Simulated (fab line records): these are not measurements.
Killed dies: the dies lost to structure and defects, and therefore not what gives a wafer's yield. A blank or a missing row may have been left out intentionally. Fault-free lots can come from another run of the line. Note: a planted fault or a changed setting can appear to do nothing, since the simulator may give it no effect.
Which of the tools did it? / flow sky130 / 7 lots (21 wafers sampled), 1 step of a 708-step route

== WHAT EACH GAUGE READ, for each wafer ==
SKY_VIA2_CD_MEAS_12: the cd target is 200 nm.
lot=L260; measured=day 35 22:29; on=cd-sem-01; cd-nm (nm)=200.5 202.6 199.9
lot=L264; measured=day 38 22:56; on=cd-sem-02; cd-nm (nm)=200.6 199.5 200.1
lot=L267; measured=day 39 11:13; on=cd-sem-02; cd-nm (nm)=200.2 201.3 200.4
lot=L275; measured=day 41 14:11; on=cd-sem-02; cd-nm (nm)=198.7 198.0 198.5
lot=L274; measured=day 41 17:20; on=cd-sem-01; cd-nm (nm)=201.5 201.7 201.5
lot=L279; measured=day 42 11:34; on=cd-sem-01; cd-nm (nm)=200.9 202.6 202.7
lot=L280; measured=day 42 23:41; on=cd-sem-02; cd-nm (nm)=200.7 201.8 200.9

== EACH LOT AND THE TOOL THAT RAN IT (in order: tool; ch and the chambers of the sampled wafers; start) ==
The record shows no process step preceding these readings.

== THE ANSWER, worked out from the rows above alone ==
Rule: the lots themselves supply what counts as usual. The widest of any qualifying gaps counts: lots, ordered by their means at a reading, are off when they make up no more than a third of the lots, leave a main group of 4 or more, and stand apart from it by 3 or more times the standard deviation of that group's means. The tables above print the reading to a certain number of digits; a main group whose means all agree to those digits is not used. Also off: a lot with no number at a reading for which 4 or more lots have one. Any other lot the step has rows for is counted as sound.
Across all readings shown, no lot is off: no conclusion can be drawn from this.

== WHAT THE SIMULATOR HAD INSERTED ==
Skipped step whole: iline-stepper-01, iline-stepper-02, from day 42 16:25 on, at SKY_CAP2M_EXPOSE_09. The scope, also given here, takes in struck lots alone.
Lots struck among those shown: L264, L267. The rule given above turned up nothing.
